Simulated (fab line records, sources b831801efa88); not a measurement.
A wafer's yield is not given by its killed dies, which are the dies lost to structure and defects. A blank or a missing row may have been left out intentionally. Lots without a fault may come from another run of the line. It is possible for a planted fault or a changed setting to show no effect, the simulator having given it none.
Which tool did it? || flow sky130 || 14 lots, 42 wafers sampled, at 1 step of a route of 708

WHAT THE GAUGES SHOWED, per wafer
Not one reading of a measure or inspect step in the record can be checked against a usual standard deviation.

EACH LOT AND THE TOOL THAT RAN IT (in order: tool; ch and the chambers of the sampled wafers; start)
{"lot": "L457", "SKY_GATE_OXIDE_OXIDATION_16": "furnace-01 ch 0, day 14 07:24"}
{"lot": "L460", "SKY_GATE_OXIDE_OXIDATION_16": "furnace-01 ch 0, day 15 15:09"}
{"lot": "L461", "SKY_GATE_OXIDE_OXIDATION_16": "furnace-01 ch 0, day 15 22:48"}
{"lot": "L463", "SKY_GATE_OXIDE_OXIDATION_16": "furnace-01 ch 0, day 16 11:05"}
{"lot": "L464", "SKY_GATE_OXIDE_OXIDATION_16": "furnace-01 ch 0, day 17 03:52"}
{"lot": "L465", "SKY_GATE_OXIDE_OXIDATION_16": "furnace-01 ch 0, day 17 03:52"}
{"lot": "L466", "SKY_GATE_OXIDE_OXIDATION_16": "furnace-01 ch 0, day 17 14:46"}
{"lot": "L467", "SKY_GATE_OXIDE_OXIDATION_16": "furnace-02 ch 0, day 17 22:07"}
{"lot": "L468", "SKY_GATE_OXIDE_OXIDATION_16": "furnace-02 ch 0, day 18 01:09"}
{"lot": "L472", "SKY_GATE_OXIDE_OXIDATION_16": "furnace-02, day 20 00:08"}
{"lot": "L473", "SKY_GATE_OXIDE_OXIDATION_16": "furnace-01, day 20 06:19"}
{"lot": "L477", "SKY_GATE_OXIDE_OXIDATION_16": "furnace-02 ch 0, day 21 13:08"}
{"lot": "L478", "SKY_GATE_OXIDE_OXIDATION_16": "furnace-02 ch 0, day 21 17:51"}
{"lot": "L479", "SKY_GATE_OXIDE_OXIDATION_16": "furnace-02 ch 0, day 22 01:33"}
- SKY_GATE_OXIDE_OXIDATION_16: stabilise 600 s, purge 300 s, target thk 3.57 nm.

AS READ BY THE TOOLS THEMSELVES (means over the sampled wafers that have a number; for cases with no such wafer, the mark the record gives instead)
SKY_GATE_OXIDE_OXIDATION_16.
{"lot": "L457", "tool": "furnace-01", "ox_temp_c (C)": 799.8, "ox_temp_c_max": 802.9, "ramp_up_c_per_min": 10.002, "spike_tc_top_C (C)": 817.6}
{"lot": "L460", "tool": "furnace-01", "ox_temp_c (C)": 800.1, "ox_temp_c_max": 803.7, "ramp_up_c_per_min": 10.000, "spike_tc_top_C (C)": 817.8}
{"lot": "L461", "tool": "furnace-01", "ox_temp_c (C)": 800.0, "ox_temp_c_max": 803.4, "ramp_up_c_per_min": 9.999, "spike_tc_top_C (C)": 816.8}
{"lot": "L463", "tool": "furnace-01", "ox_temp_c (C)": 800.0, "ox_temp_c_max": 803.2, "ramp_up_c_per_min": 10.001, "spike_tc_top_C (C)": 817.6}
{"lot": "L464", "tool": "furnace-01", "ox_temp_c (C)": 799.6, "ox_temp_c_max": 802.5, "ramp_up_c_per_min": 10.001, "spike_tc_top_C (C)": 816.7}
{"lot": "L465", "tool": "furnace-01", "ox_temp_c (C)": 800.1, "ox_temp_c_max": 802.8, "ramp_up_c_per_min": 10.000, "spike_tc_top_C (C)": 817.5}
{"lot": "L466", "tool": "furnace-01", "ox_temp_c (C)": 799.9, "ox_temp_c_max": 803.4, "ramp_up_c_per_min": 10.001, "spike_tc_top_C (C)": 816.5}
{"lot": "L467", "tool": "furnace-02", "ox_temp_c (C)": 800.0, "ox_temp_c_max": 804.0, "ramp_up_c_per_min": 10.002, "spike_tc_top_C (C)": 815.0}
{"lot": "L468", "tool": "furnace-02", "ox_temp_c (C)": 800.4, "ox_temp_c_max": 804.5, "ramp_up_c_per_min": 9.999, "spike_tc_top_C (C)": 816.1}
{"lot": "L472", "tool": "furnace-02", "ox_temp_c (C)": "-", "ox_temp_c_max": "-", "ramp_up_c_per_min": "-", "spike_tc_top_C (C)": "-"}
{"lot": "L473", "tool": "furnace-01", "ox_temp_c (C)": "-", "ox_temp_c_max": "-", "ramp_up_c_per_min": "-", "spike_tc_top_C (C)": "-"}
{"lot": "L477", "tool": "furnace-02", "ox_temp_c (C)": 800.2, "ox_temp_c_max": 804.3, "ramp_up_c_per_min": 10.001, "spike_tc_top_C (C)": 815.7}
{"lot": "L478", "tool": "furnace-02", "ox_temp_c (C)": 800.0, "ox_temp_c_max": 804.7, "ramp_up_c_per_min": 9.998, "spike_tc_top_C (C)": 816.2}
{"lot": "L479", "tool": "furnace-02", "ox_temp_c (C)": 800.4, "ox_temp_c_max": 804.9, "ramp_up_c_per_min": 10.000, "spike_tc_top_C (C)": 816.1}

THE ANSWER, worked out from the rows above alone
Rule: the usual values come from the lots themselves. The widest of any qualifying gaps counts: lots, ordered by their means at a reading, are off when they make up no more than a third of the lots, leave a main group of 4 or more, and stand apart from it by 3 or more times the standard deviation of that group's means. A main group whose means are all the same, to the digits that the tables above print for the reading, isn't used. Also off: a lot with no number at a reading for which 4 or more lots have one. Any other lot the step has rows for is counted as sound. The gauges are gone through in route order, then the tools' own readings, and for those a lot's mean is taken as printed above. At the first step where some lot is off, the reading lying furthest off is the one used; lots without a number count as furthest.
Off at SKY_GATE_OXIDE_OXIDATION_16 (ox_temp_c): L472, L473. Without a number there: L472, L473. The main group: mean 800.0 C, standard deviation 0.22.
A tool fits if, at that step or a process step before it, it ran every lot that is off, and no sound lot after the first of them. Of those tried, none fits.

WHAT WAS PUT IN BY THE SIMULATOR
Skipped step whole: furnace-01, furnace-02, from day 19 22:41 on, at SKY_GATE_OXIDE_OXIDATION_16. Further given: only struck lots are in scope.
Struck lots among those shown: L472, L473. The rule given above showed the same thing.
